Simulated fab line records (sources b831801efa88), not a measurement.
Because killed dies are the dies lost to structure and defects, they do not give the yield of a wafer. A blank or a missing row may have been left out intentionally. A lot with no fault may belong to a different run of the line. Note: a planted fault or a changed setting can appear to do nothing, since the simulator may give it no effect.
Which tool is to blame? + flow gf180mcu + 13 lots, 39 wafers sampled, at 3 steps of a route of 602

== WHAT EACH GAUGE READ, for each wafer ==
GF_VT_IMPLANT_OVL_MEAS_18. Usual: VT_IMPLANT_01_OVL gives -0.3 nm (standard deviation 0.91).
| lot  | measured     | on         | VT_IMPLANT_01_OVL (nm) | flag |
|------|--------------|------------|------------------------|------|
| L665 | day 6 16:40  | overlay-02 | -0.7 0.2 -0.7          |      |
| L666 | day 6 23:54  | overlay-02 | 0.5 0.6 -0.7           |      |
| L667 | day 7 01:53  | overlay-01 | -1.0 -0.4 -0.6         |      |
| L671 | day 8 02:43  | overlay-01 | -0.6 0.2 1.2           |      |
| L674 | day 8 21:45  | overlay-01 | -0.7 -0.2 -1.4         |      |
| L675 | day 9 03:25  | overlay-02 | -0.6 -0.5 -1.2         |      |
| L676 | day 9 08:58  | overlay-02 | -1.9 -0.8 -0.8         |      |
| L677 | day 9 15:04  | overlay-01 | 1.3 0.2 -0.5           |      |
| L680 | day 10 12:56 | overlay-02 | 0.1 1.2 0.6            |      |
| L683 | day 11 06:44 | overlay-01 | -1.6 -1.2 -0.7         |      |
| L684 | day 11 12:18 | overlay-01 | 0.3 -0.1 0.4           |      |
| L686 | day 12 11:19 | overlay-01 | 0.1 0.4 0.3            |      |
| L687 | day 12 12:50 | overlay-01 | -0.4 -0.3 0.6          |      |

GF_VT_IMPLANT_TW_MEAS_43. Usual: VT_IMPLANT_4_TW gives 690 (standard deviation 8.8).
| lot  | measured     | on            | VT_IMPLANT_4_TW | flag |
|------|--------------|---------------|-----------------|------|
| L665 | day 8 00:06  | film_metro-01 | 689 686 688     |      |
| L666 | day 8 07:49  | film_metro-02 | 697 697 701     |      |
| L667 | day 8 10:22  | film_metro-04 | 680 683 679     |      |
| L671 | day 9 12:56  | film_metro-02 | 700 698 697     |      |
| L674 | day 10 09:31 | film_metro-04 | 681 677 681     |      |
| L675 | day 10 14:52 | film_metro-02 | 704 706 704     |      |
| L676 | day 10 21:05 | film_metro-04 | 680 679 679     |      |
| L677 | day 11 03:54 | film_metro-01 | 688 691 690     |      |
| L680 | day 12 03:07 | film_metro-02 | 703 700 701     |      |
| L683 | day 12 23:11 | film_metro-02 | 700 702 703     |      |
| L684 | day 13 02:50 | film_metro-02 | 700 700 702     |      |
| L686 | day 14 04:01 | film_metro-04 | 680 682 683     |      |
| L687 | day 14 05:39 | film_metro-04 | 678 685 682     |      |

== TOOL THAT RAN EACH LOT (tool first, then ch and the chambers of the sampled wafers, then the start) ==
| lot  | GF_VT_IMPLANT_STRIP_20               |
|------|--------------------------------------|
| L665 | plasma_asher-03 ch 0,1, day 6 16:51  |
| L666 | plasma_asher-04 ch 0,1, day 7 00:05  |
| L667 | plasma_asher-03 ch 0,1, day 7 02:04  |
| L671 | plasma_asher-04 ch 0,1, day 8 02:53  |
| L674 | plasma_asher-04 ch 1, day 8 21:56    |
| L675 | plasma_asher-03 ch 0,1, day 9 03:35  |
| L676 | plasma_asher-04 ch 0,1, day 9 09:08  |
| L677 | plasma_asher-04 ch 0,1, day 9 15:14  |
| L680 | plasma_asher-03 ch 0,1, day 10 13:07 |
| L683 | plasma_asher-03 ch 0,1, day 11 06:55 |
| L684 | plasma_asher-03 ch 0,1, day 11 12:29 |
| L686 | plasma_asher-02 ch 0,1, day 12 11:29 |
| L687 | plasma_asher-02 ch 0,1, day 12 13:01 |
- GF_VT_IMPLANT_STRIP_20: strips in O2/N2.

== AS READ BY THE TOOLS THEMSELVES (means over the sampled wafers that have a number; for cases with no such wafer, the mark the record gives instead) ==
GF_VT_IMPLANT_STRIP_20. Usual: drypump_motor_current_A 5.60 A, standard deviation 0.2; heater_power_w 331 W, standard deviation 31; oes_product_au 0.716 a.u., standard deviation 0.005; strip_time_to_endpoint_s 12.63 s, standard deviation 0.031.
| lot  | tool            | drypump_motor_current_A (A) | heater_power_w (W) | oes_product_au (a.u.) | strip_time_to_endpoint_s (s) | flag |
|------|-----------------|-----------------------------|--------------------|-----------------------|------------------------------|------|
| L665 | plasma_asher-03 | 5.71                        | 332                | 0.721                 | 12.67                        |      |
| L666 | plasma_asher-04 | 5.63                        | 293                | 0.715                 | 12.63                        |      |
| L667 | plasma_asher-03 | 5.62                        | 339                | 0.714                 | 12.62                        |      |
| L671 | plasma_asher-04 | 5.64                        | 293                | 0.714                 | 12.61                        |      |
| L674 | plasma_asher-04 | 5.82                        | 278                | 0.719                 | 12.62                        |      |
| L675 | plasma_asher-03 | 5.71                        | 324                | 0.716                 | 12.60                        |      |
| L676 | plasma_asher-04 | 5.62                        | 293                | 0.715                 | 12.63                        |      |
| L677 | plasma_asher-04 | 5.41                        | 303                | 0.722                 | 12.62                        |      |
| L680 | plasma_asher-03 | 5.63                        | 335                | 0.717                 | 12.60                        |      |
| L683 | plasma_asher-03 | 5.70                        | 333                | 0.717                 | 12.58                        |      |
| L684 | plasma_asher-03 | 5.62                        | 335                | 0.722                 | 12.62                        |      |
| L686 | plasma_asher-02 | 5.62                        | 346                | 0.717                 | 12.68                        |      |
| L687 | plasma_asher-02 | 5.53                        | 363                | 0.718                 | 12.66                        |      |

== THE ANSWER, worked out from the rows above alone ==
Rule: a lot is off if the mean of its wafers that have a number lies more than 3 standard deviations from the usual mean. Also off: a lot with no number at a reading for which 4 or more lots have one. All remaining lots with rows at the step are treated as sound. Order of review: gauges by route order, followed by the tools' own readings, for which a lot's mean as printed above is used. The first step at which some lot is off is used, and at that step the reading that is off furthest; a lot without a number counts as furthest.
No lot is off on any of the readings shown, so nothing can be concluded from this.

== WHAT THE SIMULATOR HAD INSERTED ==
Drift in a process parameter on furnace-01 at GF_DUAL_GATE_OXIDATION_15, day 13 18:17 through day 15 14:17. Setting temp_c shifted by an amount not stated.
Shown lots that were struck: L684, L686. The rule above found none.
